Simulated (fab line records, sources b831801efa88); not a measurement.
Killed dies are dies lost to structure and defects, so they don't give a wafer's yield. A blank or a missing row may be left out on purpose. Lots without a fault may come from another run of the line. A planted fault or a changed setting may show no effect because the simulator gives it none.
Which tool did it? | flow gf180mcu | 13 lots, 39 wafers sampled, at 4 steps of a route of 602

WHAT THE GAUGES READ, wafer by wafer
GF_V5_BOW_MEAS_05.
lot  | measured     | on            | V5_BOW (um)
L129 | day 26 11:28 | film_metro-03 | 138 127 127
L130 | day 26 16:54 | film_metro-02 | 159 154 157
L131 | day 27 04:25 | film_metro-02 | 141 137 140
L132 | day 27 13:53 | film_metro-03 | 133 125 136
L133 | day 27 17:24 | film_metro-03 | 124 129 128
L138 | day 29 07:53 | film_metro-02 | 152 148
L143 | day 30 15:51 | film_metro-02 | 138 143 138
L144 | day 30 23:26 | film_metro-03 | 134 130 137
L145 | day 31 05:04 | film_metro-02 | 111 123 126
L147 | day 31 17:59 | film_metro-01 | 94 112 112
L150 | day 32 09:56 | film_metro-01 | 136 137 128
L151 | day 32 18:17 | film_metro-01 | 135 115 120
L152 | day 32 19:45 | film_metro-03 | 131 121 124

GF_TOP_METAL_CD_MEAS_14: target cd 440 nm.
lot  | measured     | on        | cd_nm (nm)
L129 | day 28 05:38 | cd_sem-01 | 438.5 439.6 441.1
L130 | day 28 10:38 | cd_sem-01 | 444.2 439.7 442.8
L131 | day 28 21:34 | cd_sem-02 | 438.6 438.2 440.2
L132 | day 29 05:43 | cd_sem-02 | 437.3 440.5 438.9
L133 | day 29 09:53 | cd_sem-01 | 440.6 436.9 441.3
L138 | day 30 22:54 | cd_sem-01 | 437.7 438.9
L143 | day 32 04:41 | cd_sem-01 | 442.6 442.5 442.4
L144 | day 32 11:38 | cd_sem-01 | 445.7 445.6 444.8
L145 | day 32 16:38 | cd_sem-02 | 442.9 442.7 441.8
L147 | day 33 04:40 | cd_sem-01 | 439.5 437.6 438.2
L150 | day 33 19:02 | cd_sem-01 | 437.5 438.5 436.1
L151 | day 34 03:02 | cd_sem-01 | 438.0 441.4 439.8
L152 | day 34 04:31 | cd_sem-01 | 440.0 440.0 441.4

GF_PASSIVATION_BOW_MEAS_14.
lot  | measured     | on            | PASSIVATION_BOW (um)
L129 | day 29 03:21 | film_metro-01 | 138 128 127
L130 | day 29 08:50 | film_metro-01 | 158 153 158
L131 | day 29 19:54 | film_metro-01 | 139 135 140
L132 | day 30 03:42 | film_metro-03 | 134 126 138
L133 | day 30 07:52 | film_metro-03 | 127 131 131
L138 | day 31 19:44 | film_metro-03 | 153 148
L143 | day 33 00:31 | film_metro-01 | 142 152 147
L144 | day 33 06:36 | film_metro-01 | 138 137 142
L145 | day 33 11:52 | film_metro-01 | 111 125 124
L147 | day 33 23:40 | film_metro-04 | 97 116 117
L150 | day 34 13:04 | film_metro-04 | 145 145 140
L151 | day 34 21:19 | film_metro-01 | 135 116 123
L152 | day 34 22:24 | film_metro-01 | 127 118 121

WHICH TOOL RAN EACH LOT (tool, then ch and the chambers of the sampled wafers, then the start)
lot  | GF_VT_IMPLANT_DEVELOP_28
L129 | litho_track-02 ch 0, day 6 20:12
L130 | litho_track-02 ch 0, day 7 02:51
L131 | litho_track-04 ch 0, day 7 11:40
L132 | litho_track-02 ch 0, day 7 17:38
L133 | litho_track-04 ch 0, day 7 21:53
L138 | litho_track-04 ch 0, day 9 10:02
L143 | litho_track-01 ch 0, day 10 16:17
L144 | litho_track-01 ch 0, day 11 00:44
L145 | litho_track-02 ch 0, day 11 04:03
L147 | litho_track-01 ch 0, day 11 19:32
L150 | litho_track-01 ch 0, day 12 11:38
L151 | litho_track-02 ch 0, day 12 20:48
L152 | litho_track-02 ch 0, day 13 02:00
- GF_VT_IMPLANT_DEVELOP_28: develop time 60 s.

WHAT THE TOOLS THEMSELVES READ (means of the sampled wafers that have a number; where no wafer has one, the mark that the record gives instead)
The record holds no such reading with a usual standard deviation.

THE ANSWER, worked out from the rows above alone
Rule: what is usual is taken from the lots themselves. Put in order of their means at a reading, lots are off if they are a third of the lots or fewer, leave a main group of 4 or more, and stand apart from it by a gap of 3 or more times the standard deviation of the main group's means; of several such gaps the widest counts. A main group whose means are all the same, to the digits that the tables above print for the reading, isn't used. A lot without any number at a reading at which 4 lots or more have one is off too. The other lots that the step has rows for count as sound. The gauges are gone through in route order, then the tools' own readings, and for those a lot's mean is taken as printed above. The first step at which some lot is off is used, and at that step the reading that is off furthest; a lot without a number counts as furthest.
No lot is off at any reading shown: from this, nothing can be told.

WHAT THE SIMULATOR HAD PUT IN
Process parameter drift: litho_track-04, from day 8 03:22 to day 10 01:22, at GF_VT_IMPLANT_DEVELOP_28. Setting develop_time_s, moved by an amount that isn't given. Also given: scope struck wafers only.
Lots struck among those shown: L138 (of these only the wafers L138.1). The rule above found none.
